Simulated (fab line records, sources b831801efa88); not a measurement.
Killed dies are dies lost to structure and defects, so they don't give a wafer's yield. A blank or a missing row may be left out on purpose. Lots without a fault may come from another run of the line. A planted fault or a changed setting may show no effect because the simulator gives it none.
A struck lot beside a sound one | flow sky130 | 43 steps out of a route of 708
Sound: wafers L821.1, L821.3, L821.5. Struck: wafers L832.2, L832.3, L832.6. The cause comes at the end.
At each step with rows: each side's tool, then ch and its chambers, then its first start. Under that, the readings that differ: sound wafers | struck wafers | difference of the means | sigmas: that difference in standard deviations of wafers without a fault.
alike: readings whose means differ by less than 2 such deviations, and words and numbers that are the same on both sides. not compared: withheld readings, readings that some wafer has no value for, bounds like >300 that may hide the same value, and numbers for which the record gives no deviation and whose values overlap.
The two part at a step that has a row with sigmas, a row that says differs or no value, or rows on one side only. Numbers that don't overlap but have no deviation are shown without sigmas and don't part them. A reading that every wafer of one side lacks parts them only if that side has two wafers or more.

first, 7 steps without rows for these wafers: SKY_CONTACT_ETCH_18 (etches Si3N4 in CHF3/O2, stops on TiN, time 39 s, target depth 75 nm); SKY_CONTACT_STRIP_19 (strips in O2/N2); SKY_CONTACT_STRIP_20 (strips in post etch residue remover, time 1200 s); SKY_CONTACT_CLEAN_21 (cleans in IPA, time 180 s); SKY_CONTACT_CLEAN_22 (cleans in O3/DIW); SKY_CONTACT_SPUTTER_23 (material TiN, target thk 20 nm, time 80 s); SKY_CONTACT_CVD_24 (deposits W, target thk 340 nm, time 102.12 s).
SKY_CONTACT_RS_MEAS_25: measures by four-point-probe.
  sound on film_metro-02, day 35 09:46; struck on film_metro-03, day 37 18:58
  alike: CONTACT_W_RS
SKY_CONTACT_THK_MEAS_26: measures by xrf.
  sound on film_metro-02, day 35 09:53; struck on film_metro-03, day 37 19:04
  alike: CONTACT_W_THK
then, 3 steps without rows for these wafers: SKY_CONTACT_CMP_27 (polishes, stops on SiO2, t overpolish 15 s, target thk 0 nm); SKY_METAL1_SPUTTER_00 (material Ti, target thk 15 nm, time 10 s); SKY_METAL1_SPUTTER_01 (material TiN, target thk 20 nm, time 16.7 s).
SKY_METAL1_SPUTTER_02: material AlCu, target thk 250 nm, time 13.3 s.
  sound on pvd_sputter-01, day 35 10:18; struck on pvd_sputter-02, day 37 19:28
  alike: throttle_valve_pct
SKY_METAL1_SPUTTER_03: material Ti, target thk 5 nm, time 3.3 s.
  sound on pvd_sputter-01, day 35 10:20; struck on pvd_sputter-02, day 37 19:29
  alike: throttle_valve_pct
SKY_METAL1_SPUTTER_04: material TiN, target thk 70 nm, time 58.3 s.
  sound on pvd_sputter-01, day 35 10:21; struck on pvd_sputter-02, day 37 19:31
  alike: throttle_valve_pct
SKY_METAL1_RS_MEAS_05: measures by four-point-probe.
  sound on film_metro-04, day 35 10:23; struck on film_metro-01, day 37 19:35
  alike: METAL1_ALCU_RS
SKY_METAL1_THK_MEAS_06: measures by xrf.
  sound on film_metro-04, day 35 10:31; struck on film_metro-01, day 37 19:41
  alike: METAL1_ALCU_THK
then, 8 steps without rows for these wafers: SKY_METAL1_DEHYDRATE_07 (time 60 s); SKY_METAL1_HMDS_08 (prime time 60 s); SKY_METAL1_COAT_09 (resist thk 60 nm); SKY_METAL1_COAT_10 (resist thk 450 nm); SKY_METAL1_SOFTBAKE_11 (time 90 s); SKY_METAL1_EXPOSE_12 (exposes mask MM1, target cd 140 nm); SKY_METAL1_PEB_13; SKY_METAL1_DEVELOP_14 (develop time 60 s).
SKY_METAL1_CD_MEAS_15: target cd 140 nm.
  sound on cd_sem-01, day 36 12:54; struck on cd_sem-01, day 38 20:52
  alike: cd_nm
SKY_METAL1_OVL_MEAS_16:
  sound on overlay-02, day 36 13:01; struck on overlay-01, day 38 20:58
  alike: METAL1_OVL
then, 2 steps without rows for these wafers: SKY_METAL1_DESCUM_17 (chemistry O2, time 8 s); SKY_METAL1_ETCH_18 (etches BARC in N2/H2, stops on SiO2, time 45.9 s, target depth 60 nm).
SKY_METAL1_METAL_ETCH_19: etches the open film in Cl2/BCl3, stops on SiO2, target depth 360 nm, time 78 s.
  sound on rie_metal-01 ch 0, day 36 13:10; struck on rie_metal-02 ch 0,1, day 38 21:05
  alike: drypump_motor_current_A, oes_product_au, rf_fwd_power_W, throttle_valve_pct
  not compared: rf_hours_counter_h
SKY_METAL1_STRIP_20: strips in O2/N2.
  sound on plasma_asher-04 ch 0,1, day 36 13:15; struck on plasma_asher-04 ch 0, day 38 21:11
  alike: drypump_motor_current_A, oes_product_au, strip_time_to_endpoint_s
  not compared: rf_hours_counter_h
then, 4 steps without rows for these wafers: SKY_METAL1_STRIP_21 (strips in post etch residue remover, time 1200 s); SKY_METAL1_CLEAN_22 (cleans in IPA, time 180 s); SKY_METAL1_CLEAN_23 (cleans in O3/DIW); SKY_VIA1_HDPCVD_00 (deposits SiO2, target thk 1030 nm, time 171.7 s).
SKY_VIA1_THK_MEAS_01:
  sound on film_metro-04, day 36 13:57; struck on film_metro-04, day 38 21:59
  alike: VIA1_HDPCVD_THK
SKY_VIA1_CMP_02: polishes SiO2.
  sound on cmp-01 ch 1,2,3, day 36 14:07; struck on cmp-01 ch 0,1,2, day 38 22:05
  alike: motor_current_A, platen_rpm
SKY_VIA1_BOW_MEAS_03:
  sound on film_metro-01, day 36 14:19; struck on film_metro-01, day 38 22:22
  alike: VIA1_BOW
then, 4 steps without rows for these wafers: SKY_VIA1_DEHYDRATE_04 (time 60 s); SKY_VIA1_HMDS_05 (prime time 60 s); SKY_VIA1_COAT_06 (resist thk 60 nm); SKY_VIA1_COAT_07 (resist thk 450 nm).
-- the record jumps here: 11 days lie between the struck wafers' starts before and after (it left off in module VIA1 and takes up again in module PAD_OPEN, whose first step shown is number 708 of the route) --
SKY_PAD_OPEN_PROBE_99:
  sound on prober-01, day 48 15:38; struck on prober-02, day 50 06:10
  no value came back on the struck wafers for model.etest.tester.sort_n_pass, model.etest.tester.sort_yield_pct (%), model.etest.tester.sort_bin_5_pct (%), model.etest.tester.sort_bin_3_pct (%); on the sound wafers model.etest.tester.sort_n_pass reads 397 402 389
  reading                     | sound             | struck            | difference | sigmas
  killed_at_M0_to_M3          | 45 38 44          | 68 98 75          | +38        | +6
  killed_at_front_end         | 14 25 20          | 10 13 4           | -11        | -2
  killed_dies                 | 95 90 103         | 108 140 115       | +25        | +3
  model.etest.tip_n.rs_ohm_sq | 438.9 437.1 440.3 | 426.8 425.6 426.3 | -12.5      |
  alike: killed_at_M4_up, killed_at_contacts, killed_at_other, killed_on_rim, killed_open, killed_short

WHERE THEY PART
Only at SKY_PAD_OPEN_PROBE_99, within this record.

WHY: what the simulator had put in
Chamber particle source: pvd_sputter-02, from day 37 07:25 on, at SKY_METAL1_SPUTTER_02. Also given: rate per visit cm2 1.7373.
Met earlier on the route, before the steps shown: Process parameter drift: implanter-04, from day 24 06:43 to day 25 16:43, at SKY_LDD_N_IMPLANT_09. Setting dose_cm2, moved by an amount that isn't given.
